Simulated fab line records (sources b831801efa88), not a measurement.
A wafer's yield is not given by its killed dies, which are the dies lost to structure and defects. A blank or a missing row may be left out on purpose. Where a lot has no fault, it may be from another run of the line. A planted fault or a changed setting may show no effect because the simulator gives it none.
fab line records | flow sky130
record lots=7 | wafers=21 | last_day=50
route steps=708 shown METAL4@637 VIA4@639
lots that met no fault: from a run of the same line without faults
start_h: hours from the record's first day to the start of the lot's first wafer shown | wait_h: hours since the lot's step before | " identical to the entry in the row above | L1.1+2: a row that stands for several wafers | - either no value or no given start | * or withheld: withheld | < > ~ a bound
route shown NAME@n: a module of which the file shows steps, and the number in the route of the first | usual: mean and standard deviation over wafers with no fault | same: alike in all rows | chamber/n: place in a boat | sites: each site's reading | _std_site: how widely they spread, as a standard deviation | _edge_site: mean of outer sites minus mean of inner sites | radius_mm: how far each site lies from the wafer's centre | mask NAME#n: copy n | behind: the last tool/chamber to shape the wafer | hold: why the lot went on hold/how many hours it stayed there/how the hold came to an end | device: the n, p or np transistor that did not switch | end of line: at the end of the route, the tests of the same wafers | a step given without rows: its recipe and nothing more | killed: count of dies lost to structure and defects at first sort (not the wafer's yield) | map: dies across one wafer; x = killed, . = not, _ = none there
set.NAME: the setting that was run; set.NAME@STEP: the one run at that earlier step | model.NAME: the simulator's own value behind a step, which no gauge read
a table for each step, a row for each wafer; lots at some steps of the route
services: from which hour (start_h, from the record's first day; less than 0 if before it) a tool's chamber was out of use, for how many hours, and why
## steps
# step SKY_METAL4_CLEAN_21
# recipe chemistry=IPA | time_s=180 | temp_c=25
# step SKY_METAL4_CLEAN_22
# recipe chemistry=O3/DIW | dry=n2_spin
# step SKY_VIA4_HDPCVD_00
# recipe material=SiO2 | target_thk_nm=1750 | sigma_open_frac=0.3 | time_s=291.7 | temp_c=400 | sih4_flow_sccm=60 | pressure_mtorr=6
# step SKY_VIA4_THK_MEAS_01
# recipe reads=SiO2_of_VIA4_HDPCVD_00
# usual VIA4_HDPCVD_THK=1755/18
lot.wafer | tool          | chamber | start_h | wait_h | VIA4_HDPCVD_THK[nm]
L135.1    | film_metro-02 | -       | 1014.83 | 0.1    | 1739
L135.3    | "             | -       | "       | "      | 1732
L135.6    | "             | -       | "       | "      | 1750
L139.1    | film_metro-03 | -       | 1034.57 | 0.1    | 1771
L139.2    | "             | -       | "       | "      | 1768
L139.4    | "             | -       | "       | "      | 1759
L145.1    | film_metro-03 | -       | 1056.16 | 0.1    | 1723
L145.4    | "             | -       | "       | "      | 1724
L145.6    | "             | -       | "       | "      | 1723
L144.2    | film_metro-04 | -       | 1059.05 | 0.1    | 1748
L144.4    | "             | -       | "       | "      | 1739
L144.5    | "             | -       | "       | "      | 1748
L147.1    | film_metro-03 | -       | 1071.13 | 0.1    | 1750
L147.2    | "             | -       | "       | "      | 1760
L147.4    | "             | -       | "       | "      | 1750
L155.2    | film_metro-02 | -       | 1123.21 | 0.1    | 1757
L155.3    | "             | -       | "       | "      | 1742
L155.4    | "             | -       | "       | "      | 1750
L156.1    | film_metro-03 | -       | 1124.89 | 0.1    | 1749
L156.3    | "             | -       | "       | "      | 1762
L156.4    | "             | -       | "       | "      | 1767
# step SKY_VIA4_CMP_02
# recipe material=SiO2 | down_force_psi=4 | platen_rpm=60 | pad_velocity_m_s=0.94248
# usual motor_current_A=12.2/1
lot.wafer | tool   | chamber | start_h | wait_h | motor_current_A
L135.1    | cmp-01 | 2       | 1014.89 | 0.1    | 11.5
L135.3    | "      | 1       | "       | "      | 15.2
L135.6    | "      | 3       | "       | "      | 11.9
L139.1    | cmp-01 | 2       | 1034.63 | 0.1    | 11.7
L139.4    | "      | 3       | "       | "      | 11.9
L139.2    | "      | 0       | "       | "      | 11.1
L145.4    | cmp-02 | 0       | 1056.42 | 0.2    | 12.8
L145.1    | "      | 1       | "       | "      | 12.7
L145.6    | "      | 0       | "       | "      | 12.4
L144.2    | cmp-02 | 3       | 1059.23 | 0.2    | 12.1
L144.4    | "      | 1       | "       | "      | 12.8
L144.5    | "      | 3       | "       | "      | 12.0
L147.1    | cmp-01 | 2       | 1071.19 | 0.1    | 11.8
L147.4    | "      | 0       | "       | "      | 11.9
L147.2    | "      | 1       | "       | "      | 13.9
L155.3    | cmp-02 | 3       | 1123.26 | 0.0    | 12.2
L155.2    | "      | 0       | "       | "      | 12.2
L155.4    | "      | 2       | "       | "      | 11.5
L156.1    | cmp-01 | 1       | 1124.95 | 0.1    | 14.6
L156.3    | "      | 2       | "       | "      | 11.5
L156.4    | "      | 3       | "       | "      | 12.0
# step SKY_VIA4_BOW_MEAS_03
# recipe mode=bow
# usual VIA4_BOW=78/8.9
lot.wafer | tool          | chamber | start_h | wait_h | VIA4_BOW[um]
L135.1    | film_metro-02 | -       | 1015.19 | 0.2    | 96
L135.3    | "             | -       | "       | "      | 90
L135.6    | "             | -       | "       | "      | 84
L139.1    | film_metro-03 | -       | 1034.93 | 0.2    | 78
L139.2    | "             | -       | "       | "      | 92
L139.4    | "             | -       | "       | "      | 88
L145.1    | film_metro-02 | -       | 1056.67 | 0.1    | 65
L145.4    | "             | -       | "       | "      | 68
L145.6    | "             | -       | "       | "      | 68
L144.2    | film_metro-04 | -       | 1059.50 | 0.2    | 85
L144.4    | "             | -       | "       | "      | 68
L144.5    | "             | -       | "       | "      | 75
L147.1    | film_metro-02 | -       | 1071.49 | 0.2    | 74
L147.2    | "             | -       | "       | "      | 73
L147.4    | "             | -       | "       | "      | 71
L155.2    | film_metro-04 | -       | 1123.58 | 0.2    | 93
L155.3    | "             | -       | "       | "      | 75
L155.4    | "             | -       | "       | "      | 81
L156.1    | film_metro-03 | -       | 1125.25 | 0.2    | 93
L156.3    | "             | -       | "       | "      | 99
L156.4    | "             | -       | "       | "      | 79
# step SKY_VIA4_DEHYDRATE_04
# recipe temp_c=200 | time_s=60
# step SKY_VIA4_HMDS_05
# recipe prime_time_s=60 | prime_temp_c=120
# step SKY_VIA4_COAT_06
# recipe resist=NOVOLAK | spin_rpm=3000 | resist_thk_nm=1140
# step SKY_VIA4_SOFTBAKE_07
# recipe temp_c=90 | time_s=60 | resist=NOVOLAK
# step SKY_VIA4_EXPOSE_08
# recipe mask_id=VIM4 | na=0.6 | source_shape=conventional | sigma_outer=0.6 | polarization=unpolarized | target_cd_nm=800 | dose_mj=132
# step SKY_VIA4_PEB_09
# recipe temp_c=withheld | time_s=* | resist=NOVOLAK
# step SKY_VIA4_DEVELOP_10
# recipe resist=NOVOLAK | developer=TMAH | develop_time_s=60 | dev_temp_c=23
# usual developer_temp_C=23.00/0.098
lot.wafer | tool           | chamber | start_h | wait_h | developer_temp_C
L135.1    | litho_track-04 | 0       | 1036.67 | 0.1    | 23.12
L135.3    | "              | 0       | "       | "      | 23.00
L135.6    | "              | 0       | "       | "      | 22.99
L139.1    | litho_track-01 | 0       | 1056.53 | 0.1    | 23.06
L139.2    | "              | 0       | "       | "      | 23.02
L139.4    | "              | 0       | "       | "      | 22.95
L145.1    | litho_track-01 | 0       | 1077.03 | 0.1    | 25.35
L145.4    | "              | 0       | "       | "      | 25.24
L145.6    | "              | 0       | "       | "      | 25.26
L144.2    | litho_track-01 | 0       | 1080.06 | 0.1    | 25.16
L144.4    | "              | 0       | "       | "      | 25.13
L144.5    | "              | 0       | "       | "      | 25.09
L147.1    | litho_track-01 | 0       | 1092.23 | 0.1    | 25.33
L147.2    | "              | 0       | "       | "      | 25.36
L147.4    | "              | 0       | "       | "      | 25.43
L155.2    | litho_track-03 | 0       | 1141.45 | 0.1    | 23.01
L155.3    | "              | 0       | "       | "      | 22.91
L155.4    | "              | 0       | "       | "      | 23.09
L156.1    | litho_track-04 | 0       | 1143.32 | 0.1    | 23.08
L156.3    | "              | 0       | "       | "      | 23.01
L156.4    | "              | 0       | "       | "      | 22.87
# step SKY_VIA4_OVL_MEAS_11
# usual VIA4_OVL=-0.4/1.3
lot.wafer | tool       | chamber | start_h | wait_h | VIA4_OVL[nm]
L135.1    | overlay-01 | -       | 1036.82 | 0.1    | -0.8
L135.3    | "          | -       | "       | "      | -0.3
L135.6    | "          | -       | "       | "      | -1.2
L139.1    | overlay-02 | -       | 1056.68 | 0.1    | -0.3
L139.2    | "          | -       | "       | "      | -1.2
L139.4    | "          | -       | "       | "      | 0.4
L145.1    | overlay-02 | -       | 1077.18 | 0.1    | 1.2
L145.4    | "          | -       | "       | "      | 2.2
L145.6    | "          | -       | "       | "      | 1.7
L144.2    | overlay-02 | -       | 1080.19 | 0.1    | -1.7
L144.4    | "          | -       | "       | "      | -0.5
L144.5    | "          | -       | "       | "      | -1.3
L147.1    | overlay-02 | -       | 1092.38 | 0.1    | -2.6
L147.2    | "          | -       | "       | "      | -0.7
L147.4    | "          | -       | "       | "      | -1.1
L155.2    | overlay-01 | -       | 1141.59 | 0.1    | -1.1
L155.3    | "          | -       | "       | "      | -0.3
L155.4    | "          | -       | "       | "      | -1.3
L156.1    | overlay-02 | -       | 1143.47 | 0.1    | -1.8
L156.3    | "          | -       | "       | "      | -0.8
L156.4    | "          | -       | "       | "      | -0.5
# step SKY_VIA4_ETCH_12
# recipe target=SiO2 | chemistry=C4F8/O2/Ar | stop_on=TiN | mask_material=NOVOLAK | source_w=1500 | bias_w=1248 | pressure_mtorr=40 | c4f8_flow_sccm=withheld | O2_flow_sccm=6 | Ar_flow_sccm=300 | time_s=withheld | target_depth_a=5800
# usual bias_w=1248/3.5 | chamber_pressure_mTorr=40.00/0.037 | oes_product_au=0.926/0.0048
lot.wafer | tool        | chamber | start_h | wait_h | bias_w | chamber_pressure_mTorr | oes_product_au | model.VIA4.cd_nm
L135.1    | rie_diel-01 | 1       | 1036.86 | 0.0    | 1242   | 39.92                  | 0.927          | 798.9
L135.3    | "           | 2       | "       | "      | 1250   | 39.99                  | 0.929          | 802.7
L135.6    | "           | 2       | "       | "      | 1247   | 40.02                  | 0.925          | 802.7
L139.1    | rie_diel-02 | 0       | 1056.72 | 0.0    | 1243   | 40.02                  | 0.934          | 798.7
L139.2    | "           | 3       | "       | "      | 1251   | 39.97                  | 0.932          | 795.8
L139.4    | "           | 1       | "       | "      | 1242   | 40.04                  | 0.926          | 797.8
L145.1    | rie_diel-02 | 1       | 1077.22 | 0.0    | 1244   | 40.04                  | 0.920          | 792.9
L145.4    | "           | 2       | "       | "      | 1245   | 40.03                  | 0.930          | 792.8
L145.6    | "           | 1       | "       | "      | 1244   | 39.98                  | 0.918          | 793.7
L144.2    | rie_diel-03 | 0       | 1080.22 | 0.0    | 1246   | 40.02                  | 0.925          | 790.2
L144.4    | "           | 1       | "       | "      | 1245   | 39.97                  | 0.931          | 791.7
L144.5    | "           | 3       | "       | "      | 1249   | 39.98                  | 0.925          | 790.6
L147.1    | rie_diel-02 | 3       | 1092.42 | 0.0    | 1250   | 39.97                  | 0.920          | 789.9
L147.2    | "           | 2       | "       | "      | 1251   | 40.01                  | 0.931          | 788.2
L147.4    | "           | 1       | "       | "      | 1247   | 40.00                  | 0.930          | 789.8
L155.2    | rie_diel-01 | 2       | 1141.62 | 0.0    | 1252   | 39.95                  | 0.929          | 797.4
L155.3    | "           | 3       | "       | "      | 1249   | 40.02                  | 0.923          | 797.5
L155.4    | "           | 1       | "       | "      | 1249   | 40.06                  | 0.925          | 799.4
L156.1    | rie_diel-01 | 3       | 1143.51 | 0.0    | 1252   | 39.96                  | 0.924          | 798.7
L156.3    | "           | 1       | "       | "      | 1253   | 40.00                  | 0.921          | 798.9
L156.4    | "           | 1       | "       | "      | 1255   | 39.95                  | 0.925          | 800.9
# step SKY_VIA4_STRIP_13
# recipe chemistry=O2/N2 | power_w=1400 | pressure_mtorr=1500 | platen_temp_c=withheld | o2_flow_sccm=3000 | n2_flow_sccm=300 | overash_fraction=0.5
# usual chamber_pressure_mTorr=1500.2/1.4 | drypump_motor_current_A=5.78/0.19 | oes_product_au=0.709/0.0043 | strip_time_to_endpoint_s=12.798/0.026
lot.wafer | tool            | chamber | start_h | wait_h | chamber_pressure_mTorr | drypump_motor_current_A | oes_product_au | rf_hours_counter_h | strip_time_to_endpoint_s
L135.1    | plasma_asher-04 | 1       | 1036.93 | -      | 1500.5                 | 6.14                    | 0.708          | 30                 | 12.788
L135.3    | "               | 0       | "       | "      | 1499.6                 | 5.83                    | 0.709          | -                  | 12.830
L135.6    | "               | 1       | "       | "      | 1501.2                 | 6.15                    | 0.708          | -                  | 12.803
L139.1    | plasma_asher-02 | 1       | 1056.79 | -      | 1500.2                 | 5.86                    | 0.699          | 89                 | 12.794
L139.2    | "               | 0       | "       | "      | 1501.4                 | 5.54                    | 0.711          | 89                 | 12.779
L139.4    | "               | 1       | "       | "      | 1499.3                 | 5.89                    | 0.713          | -                  | 12.791
L145.1    | plasma_asher-02 | 0       | 1077.29 | -      | 1501.0                 | 5.59                    | 0.709          | 91                 | 12.815
L145.4    | "               | 1       | "       | "      | 1500.6                 | 5.84                    | 0.708          | -                  | 12.795
L145.6    | "               | 0       | "       | "      | 1500.8                 | 5.56                    | 0.706          | -                  | 12.816
L144.2    | plasma_asher-04 | 1       | 1080.29 | -      | 1499.4                 | 6.15                    | 0.712          | 33                 | 12.836
L144.4    | "               | 0       | "       | "      | 1502.4                 | 5.82                    | 0.706          | -                  | 12.793
L144.5    | "               | 1       | "       | "      | 1498.1                 | 6.13                    | 0.700          | -                  | 12.816
L147.1    | plasma_asher-03 | 1       | 1092.49 | -      | 1498.7                 | 5.72                    | 0.708          | 66                 | 12.818
L147.2    | "               | 0       | "       | "      | 1500.8                 | 5.61                    | 0.706          | 66                 | 12.841
L147.4    | "               | 1       | "       | "      | 1501.0                 | 5.73                    | 0.705          | -                  | 12.779
L155.2    | plasma_asher-02 | 1       | 1141.69 | -      | 1502.2                 | 5.88                    | 0.710          | 98                 | 12.807
L155.3    | "               | 1       | "       | "      | 1499.2                 | 5.80                    | 0.708          | -                  | 12.797
L155.4    | "               | 0       | "       | "      | 1499.3                 | 5.55                    | 0.701          | -                  | 12.799
L156.1    | plasma_asher-03 | 1       | 1143.58 | -      | 1499.7                 | 5.74                    | 0.715          | 71                 | 12.832
L156.3    | "               | 0       | "       | "      | 1498.4                 | 5.62                    | 0.707          | -                  | 12.784
L156.4    | "               | 1       | "       | "      | 1500.6                 | 5.75                    | 0.710          | -                  | 12.777
## services
tool            | chamber | start_h | hours | kind
plasma_asher-02 | -       | 990.99  | 6.4   | repair
cmp-02          | -       | 992.59  | 8.3   | pm
cmp-01          | -       | 1000.93 | 4.5   | pm
plasma_asher-04 | -       | 1026.20 | 0.4   | repair
plasma_asher-04 | -       | 1049.22 | 11.5  | repair
cmp-01          | -       | 1051.51 | 0.8   | repair
rie_diel-01     | -       | 1051.56 | 2.8   | pm
rie_diel-03     | -       | 1054.29 | 0.5   | repair
plasma_asher-03 | -       | 1059.12 | 0.8   | repair
rie_diel-01     | -       | 1075.56 | 0.3   | repair
cmp-02          | -       | 1078.45 | 4.0   | pm
cmp-02          | -       | 1082.45 | -     | consumable_replace:conditioner
cmp-02          | -       | 1082.45 | -     | consumable_replace:pad
litho_track-01  | -       | 1084.03 | -     | consumable_replace:filter
rie_diel-03     | 2       | 1084.64 | 11.3  | repair
plasma_asher-03 | -       | 1099.71 | 2.8   | pm
rie_diel-01     | 3       | 1100.10 | 6.0   | repair
cmp-02          | -       | 1102.09 | 4.7   | pm
cmp-01          | -       | 1106.02 | 1.0   | repair
cmp-02          | -       | 1107.07 | 1.0   | repair
cmp-01          | -       | 1119.52 | 0.5   | repair
rie_diel-02     | 3       | 1128.88 | 3.5   | repair
rie_diel-01     | 0       | 1139.92 | 8.8   | repair
cmp-01          | -       | 1141.07 | 0.9   | repair
## key
first_sign step=SKY_VIA4_DEVELOP_10 | reading=developer_temp_C | direction=up | sigmas=23 | usual=* | struck=*
effect none on later readings
model_effect step=SKY_VIA4_ETCH_12 | value=VIA4.cd_nm | without=798.2 | struck=791.1
met_at SKY_VIA4_DEVELOP_10
struck_wafers L144.2,L144.4,L144.5,L145.1,L145.4,L145.6,L147.1,L147.2,L147.4
sort_left_out L145.1,L145.4,L145.6
onset_between 1056.53 1077.03
fault kind=process_parameter_drift | tool=litho_track-01 | chamber=- | onset_h=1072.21 | steps=SKY_VIA4_DEVELOP_10 | channel=dev_temp_c | offset=* | shape=step | end_h=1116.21 | acts_in=* | stated=*
# sort_left_out: the simulated sort isn't trusted on such a fault, so these wafers' sort isn't shown, and their yield isn't known
